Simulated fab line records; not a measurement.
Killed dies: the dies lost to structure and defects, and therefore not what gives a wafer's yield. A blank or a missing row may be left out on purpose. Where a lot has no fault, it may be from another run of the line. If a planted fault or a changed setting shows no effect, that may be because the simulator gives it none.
Which tool did it?    flow gf180mcu    14 lots, 42 wafers sampled, at 4 steps of a route of 602

WHAT EACH GAUGE READ, for each wafer
GF_V1_THK_MEAS_03.
lot   measured      on            V1_CVD_02_THK (nm)
L554  day 17 03:10  filmMetro-01  852 849 862
L555  day 17 18:51  filmMetro-02  843 860 852
L556  day 17 22:35  filmMetro-02  838 845 839
L558  day 18 13:59  filmMetro-01  854 847 846
L560  day 19 13:13  filmMetro-01  835 847 855
L561  day 19 22:36  filmMetro-03  850 862 860
L562  day 20 06:53  filmMetro-02  840 838 845
L563  day 20 13:29  filmMetro-03  849 838 861
L565  day 21 07:30  filmMetro-02  841 830 854
L572  day 23 20:49  filmMetro-02  849 865 872
L574  day 24 10:00  filmMetro-03  846 843 856
L575  day 24 15:43  filmMetro-01  836 857 841
L576  day 24 23:39  filmMetro-02  837 856 856
L577  day 25 04:33  filmMetro-03  836 852 853

GF_M2_THK_MEAS_06: measures by xrf.
lot   measured      on            M2_ALCU_THK (nm)
L554  day 18 04:57  filmMetro-03  459 454 463
L555  day 18 20:41  filmMetro-03  469 465 470
L556  day 18 23:55  filmMetro-01  454 451 456
L558  day 19 16:39  filmMetro-03  462 460 455
L560  day 20 15:42  filmMetro-03  459 461 465
L561  day 21 01:17  filmMetro-01  459 458 462
L562  day 21 09:32  filmMetro-01  449 455 451
L563  day 21 16:01  filmMetro-04  458 460 462
L565  day 22 10:39  filmMetro-04  457 456 460
L572  day 24 21:02  filmMetro-04  461 455 459
L574  day 25 10:18  filmMetro-01  460 460 460
L575  day 25 15:29  filmMetro-03  458 455 462
L576  day 25 23:10  filmMetro-03  451 454 456
L577  day 26 04:17  filmMetro-04  459 454 459

WHAT TOOL EACH LOT RAN ON (gives the tool, then ch and the chambers of the sampled wafers, and finally the start)
lot   GF_M1_METAL_ETCH_16               GF_M1_STRIP_17
L554  rieMetal-03 ch 1, day 17 02:18    plasmaAsher-03 ch 0,1, day 17 02:25
L555  rieMetal-03 ch 0,1, day 17 17:59  plasmaAsher-04 ch 0,1, day 17 18:06
L556  rieMetal-01 ch 0, day 17 21:42    plasmaAsher-03 ch 0,1, day 17 21:49
L558  rieMetal-04 ch 0,1, day 18 13:08  plasmaAsher-04 ch 0,1, day 18 13:15
L560  rieMetal-03 ch 0,1, day 19 12:22  plasmaAsher-02 ch 0,1, day 19 12:28
L561  rieMetal-03 ch 0,1, day 19 21:46  plasmaAsher-03 ch 0,1, day 19 21:52
L562  rieMetal-04 ch 0,1, day 20 06:02  plasmaAsher-03 ch 0,1, day 20 06:09
L563  rieMetal-03 ch 0,1, day 20 12:36  plasmaAsher-03 ch 0,1, day 20 12:43
L565  rieMetal-03 ch 0,1, day 21 06:18  plasmaAsher-04 ch 0,1, day 21 06:25
L572  rieMetal-04 ch 0, day 23 19:53    plasmaAsher-04 ch 0,1, day 23 20:05
L574  rieMetal-03 ch 1, day 24 09:10    plasmaAsher-03 ch 0,1, day 24 09:16
L575  rieMetal-01 ch 0,1, day 24 14:53  plasmaAsher-04 ch 0,1, day 24 15:00
L576  rieMetal-03 ch 0,1, day 24 22:49  plasmaAsher-02 ch 0,1, day 24 22:55
L577  rieMetal-03 ch 0,1, day 25 03:39  plasmaAsher-04 ch 0,1, day 25 03:46
- GF_M1_METAL_ETCH_16: etches the open film in Cl2/BCl3, stops on SiO2, target depth 627.5 nm, time 104.6 s.
- GF_M1_STRIP_17: strips in O2/N2.

AS READ BY THE TOOLS THEMSELVES (means over the sampled wafers that have a number; for cases with no such wafer, the mark the record gives instead)
GF_M1_METAL_ETCH_16.
lot   tool         biasW (W)  drypumpMotorCurrentA (A)  oesProductAu (a.u.)  throttleValvePct (%)
L554  rieMetal-03  139.8      5.51                      0.979                28.244
L555  rieMetal-03  139.7      5.49                      0.978                28.240
L556  rieMetal-01  139.7      5.86                      0.970                28.257
L558  rieMetal-04  139.9      5.84                      0.980                28.252
L560  rieMetal-03  140.0      5.53                      0.971                28.255
L561  rieMetal-03  140.3      5.55                      0.967                28.254
L562  rieMetal-04  139.9      5.84                      0.974                28.245
L563  rieMetal-03  139.8      5.54                      0.889                28.337
L565  rieMetal-03  139.8      5.53                      0.736                28.508
L572  rieMetal-04  140.0      5.91                      0.977                28.247
L574  rieMetal-03  139.8      5.48                      0.972                28.256
L575  rieMetal-01  139.9      5.88                      0.969                28.249
L576  rieMetal-03  139.7      5.52                      0.960                28.269
L577  rieMetal-03  140.0      5.54                      0.973                28.248

GF_M1_STRIP_17.
lot   tool            drypumpMotorCurrentA (A)  heaterPowerW (W)  oesProductAu (a.u.)  stripTimeToEndpointS (s)
L554  plasmaAsher-03  5.67                      339               0.556                7.86
L555  plasmaAsher-04  5.81                      340               0.561                7.90
L556  plasmaAsher-03  5.85                      344               0.561                7.88
L558  plasmaAsher-04  5.83                      332               0.560                7.93
L560  plasmaAsher-02  5.95                      352               0.554                7.81
L561  plasmaAsher-03  5.66                      334               0.561                7.87
L562  plasmaAsher-03  5.67                      337               0.554                7.82
L563  plasmaAsher-03  5.65                      332               0.573                8.21
L565  plasmaAsher-04  5.86                      327               0.604                8.92
L572  plasmaAsher-04  5.79                      336               0.559                7.85
L574  plasmaAsher-03  5.67                      341               0.559                7.91
L575  plasmaAsher-04  5.86                      332               0.561                7.91
L576  plasmaAsher-02  5.96                      351               0.557                7.87
L577  plasmaAsher-04  5.86                      330               0.554                7.88

THE ANSWER, worked out from the rows above alone
Rule: usual is defined by the lots themselves. Put in order of their means at a reading, lots are off if they are a third of the lots or fewer, leave a main group of 4 or more, and stand apart from it by a gap of 3 or more times the standard deviation of the main group's means; of several such gaps the widest counts. A main group whose means are all the same, to the digits that the tables above print for the reading, isn't used. Also off: a lot with no number at a reading for which 4 or more lots have one. Any other lot the step has rows for is counted as sound. After the gauges, taken in route order, come the tools' own readings; for these a lot's mean is taken, as printed above. At the first step where some lot is off, the reading lying furthest off is the one used; lots without a number count as furthest.
Off at GF_M1_METAL_ETCH_16 (oesProductAu): L563, L565. Main group: mean 0.972 a.u., sd 0.0055.
A tool fits if, at that step or a process step before it, it ran every lot that is off, and no sound lot after the first of them. No candidate that was tried fits.

WHAT HAD BEEN PUT IN BY THE SIMULATOR
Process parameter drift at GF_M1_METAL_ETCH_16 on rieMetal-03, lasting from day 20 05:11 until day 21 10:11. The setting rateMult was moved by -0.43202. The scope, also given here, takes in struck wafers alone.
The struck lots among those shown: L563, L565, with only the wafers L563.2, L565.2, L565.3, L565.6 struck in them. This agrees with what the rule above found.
